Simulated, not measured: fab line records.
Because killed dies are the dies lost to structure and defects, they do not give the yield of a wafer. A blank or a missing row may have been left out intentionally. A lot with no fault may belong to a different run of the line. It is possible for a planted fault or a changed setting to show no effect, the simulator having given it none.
A struck lot beside a sound one | flow sfqLine | 42 out of 325 route steps
Sound: wafers L546.2, L546.3, L546.6. Wafers L543.1, L543.3, L543.5 were the ones struck. The cause is named last.
Per side, at each step with rows, come the tool, then ch with its chambers, and then its first start. Under that, the readings that differ: sound wafers | struck wafers | difference of the means | sigmas: that difference in standard deviations of wafers without a fault.
alike: same words and numbers on both sides, and readings whose means sit less than 2 such deviations apart. not compared: any withheld reading, any reading some wafer has no value for, any bound like >300 that may hide the same value, and any number with overlapping values for which the record gives no deviation.
Wherever a step has rows on one side only, a row that says differs or no value, or a row with sigmas, the two part there. When numbers do not overlap yet have no deviation, they are printed without sigmas and do not part them. A reading missing from all wafers of one side parts the sides only when that side holds two or more wafers.

first, 6 steps without rows for these wafers: SFQ_TRILAYER_I2_VIA_LITHO_COAT_072 (resist thk 62 nm); SFQ_TRILAYER_I2_VIA_LITHO_COAT_067 (resist thk 650 nm); SFQ_TRILAYER_I2_VIA_LITHO_SOFTBAKE_071; SFQ_TRILAYER_I2_VIA_LITHO_EXPOSE_068 (exposes mask I2, target cd 500 nm); SFQ_TRILAYER_I2_VIA_LITHO_PEB_070 (peb time 60 s); SFQ_TRILAYER_I2_VIA_LITHO_DEVELOP_069 (time 60 s).
SFQ_I2_OVL_MEAS_918:
  struck on overlay-01, day 45 14:52; sound on overlay-01, day 46 17:12
  alike: I2_OVL
then, 1 step without rows for these wafers: SFQ_TRILAYER_I2_VIA_BARC_OPEN_VIA_ETCH_096 (etches BARC in O2, target depth 125 nm, time 41.7 s).
SFQ_TRILAYER_I2_VIA_ETCH_VIA_ETCH_070: etches SiO2 in CHF3, stops on Nb, target depth 260 nm.
  sound on rieDiel-03 ch 1,3, day 46 17:16; struck on rieDiel-01 ch 2,3, day 45 14:56
  alike: drypumpMotorCurrentA, oesProductAu
SFQ_TRILAYER_I2_VIA_STRIP_STRIP_071: strips in O2.
  sound on rieMetal-03 ch 0,1, day 46 17:23; struck on rieMetal-02 ch 0, day 45 15:04
  alike: drypumpMotorCurrentA, oesProductAu
  not compared: rfHoursCounterH
then, 2 steps without rows for these wafers: SFQ_TRILAYER_I2_VIA_STRIP_SOLV_CLEAN_072 (cleans in NMP, time 600 s); SFQ_TRILAYER_M3_DEP_PRE_CLEAN_074 (time 22.5 s).
SFQ_TRILAYER_M3_DEP_SPUTTER_073: material Nb, target thk 200 nm, time 133.3 s.
  struck on pvdSputter-05, day 45 15:53; sound on pvdSputter-06, day 46 18:13
reading                                            | sound             | struck          | difference | sigmas
model.Nb_of_TRILAYER_M3_DEP_SPUTTER_073.thkNm (nm) | 201.3 199.6 197.7 | 181.9 182.1 183 | -17.2      | 
  alike: throttleValvePct
SFQ_M3_RS_MEAS_919: a four-point-probe measurement.
  struck on filmMetro-01, day 45 15:58; sound on filmMetro-04, day 46 18:20
reading           | sound             | struck            | difference | sigmas
M3_NB_RS (ohm/sq) | 0.882 0.889 0.898 | 0.980 0.979 0.974 | +0.088     | +9
then, 6 steps without rows for these wafers: SFQ_TRILAYER_M3_LITHO_COAT_080 (resist thk 62 nm); SFQ_TRILAYER_M3_LITHO_COAT_075 (resist thk 600 nm); SFQ_TRILAYER_M3_LITHO_SOFTBAKE_079; SFQ_TRILAYER_M3_LITHO_EXPOSE_076 (exposes mask M3, target cd 500 nm); SFQ_TRILAYER_M3_LITHO_PEB_078 (peb time 60 s); SFQ_TRILAYER_M3_LITHO_DEVELOP_077 (time 60 s).
SFQ_M3_OVL_MEAS_921:
  struck on overlay-01, day 45 18:24; sound on overlay-02, day 46 21:03
  alike: M3_OVL
then, 1 step without rows for these wafers: SFQ_TRILAYER_M3_BARC_OPEN_METAL_ETCH_100 (etches BARC in O2, target depth 125 nm, time 41.7 s).
SFQ_TRILAYER_M3_ETCH_METAL_ETCH_078: etches Nb in Cl2/Ar, stops on SiO2, target depth 240 nm, time 120 s.
  sound on rieMetal-02 ch 0,1, day 46 21:08; struck on rieMetal-02 ch 0,1, day 45 18:29
reading             | sound             | struck            | difference | sigmas
oesProductAu (a.u.) | 0.896 0.890 0.888 | 0.851 0.847 0.850 | -0.042     | -6
  alike: drypumpMotorCurrentA
  not compared: rfHoursCounterH
then, 2 steps without rows for these wafers: SFQ_TRILAYER_M3_STRIP_STRIP_079 (strips in O2); SFQ_TRILAYER_M3_STRIP_SOLV_CLEAN_080 (cleans in NMP, time 600 s).
SFQ_TRILAYER_I3_DEP_PECVD_081: deposits SiO2 from SiH4/N2O, time 111.11 s, target thk 500 nm.
  sound on pecvd-04 ch 0,1, day 46 22:02; struck on pecvd-01 ch 1,2, day 45 19:23
  alike: heaterPowerW, throttleValvePct
SFQ_TRILAYER_I3_CMP_CMP_082: polishes SiO2.
  sound on cmp-02 ch 0,1,2, day 47 02:26; struck on cmp-02 ch 1,2, day 46 03:36
  alike: motorCurrentA, platenRpm, timeToEndpointS
SFQ_I3_BOW_MEAS_922:
  struck on filmMetro-04, day 46 06:06; sound on filmMetro-03, day 47 04:58
  alike: I3_BOW
then, 7 steps without rows for these wafers: SFQ_TRILAYER_I3_METRO_MEASURE_083; SFQ_TRILAYER_I3_VIA_LITHO_COAT_090 (resist thk 62 nm); SFQ_TRILAYER_I3_VIA_LITHO_COAT_085 (resist thk 650 nm); SFQ_TRILAYER_I3_VIA_LITHO_SOFTBAKE_089; SFQ_TRILAYER_I3_VIA_LITHO_EXPOSE_086 (exposes mask I3, target cd 500 nm); SFQ_TRILAYER_I3_VIA_LITHO_PEB_088 (peb time 60 s); SFQ_TRILAYER_I3_VIA_LITHO_DEVELOP_087 (time 60 s).
-- the record jumps here: 6 days lie between the struck wafers' starts before and after --
SFQ_I3_OVL_MEAS_923:
  struck on overlay-02, day 52 06:02; sound on overlay-01, day 53 08:34
reading     | sound   | struck     | difference | sigmas
I3_OVL (nm) | -5 1 -1 | -9 -15 -16 | -12        | -2
then, 1 step without rows for these wafers: SFQ_TRILAYER_I3_VIA_BARC_OPEN_VIA_ETCH_121 (etches BARC in O2, target depth 125 nm, time 41.7 s).
SFQ_TRILAYER_I3_VIA_ETCH_VIA_ETCH_088: etches SiO2 in CHF3, stops on Nb, target depth 260 nm.
  sound on rieDiel-03 ch 1,2,3, day 53 08:38; struck on rieDiel-03 ch 1,2,3, day 52 06:07
  alike: drypumpMotorCurrentA, oesProductAu
then, 3 steps without rows for these wafers: SFQ_TRILAYER_I3_VIA_STRIP_STRIP_089 (strips in O2); SFQ_TRILAYER_I3_VIA_STRIP_SOLV_CLEAN_090 (cleans in NMP, time 600 s); SFQ_TRILAYER_M4_DEP_PRE_CLEAN_092 (time 22.5 s).
-- the record jumps here: 35 days lie between the struck wafers' starts before and after --
SFQ_M8_BOW_MEAS_951:
  struck on filmMetro-02, day 86 23:26; sound on filmMetro-03, day 87 07:56
reading                | sound                | struck               | difference | sigmas
model.etest.m3.ohmUm   | 1.776 1.79 1.811     | 1.974 1.98 1.965     | +0.181     | 
model.etest.i2.linkOhm | 1.97 1.972 1.982     | 2.074 2.074 2.066    | +0.097     | 
model.etest.m3.ohmSq   | 0.8841 0.8918 0.9006 | 0.9784 0.9778 0.9726 | +0.0841    | 
model.etest.i3.linkOhm | 1.979 1.965 1.988    | 2.052 2.059 2.048    | +0.076     | 
  alike: M8_BOW

## WHERE THEY PART
At SFQ_M3_RS_MEAS_919 first; at SFQ_I3_OVL_MEAS_923 last (within this record only). Later steps at which nothing parts them and some readings are alike: SFQ_TRILAYER_I3_VIA_ETCH_VIA_ETCH_088, SFQ_M8_BOW_MEAS_951.

WHY: whatever the simulator had introduced
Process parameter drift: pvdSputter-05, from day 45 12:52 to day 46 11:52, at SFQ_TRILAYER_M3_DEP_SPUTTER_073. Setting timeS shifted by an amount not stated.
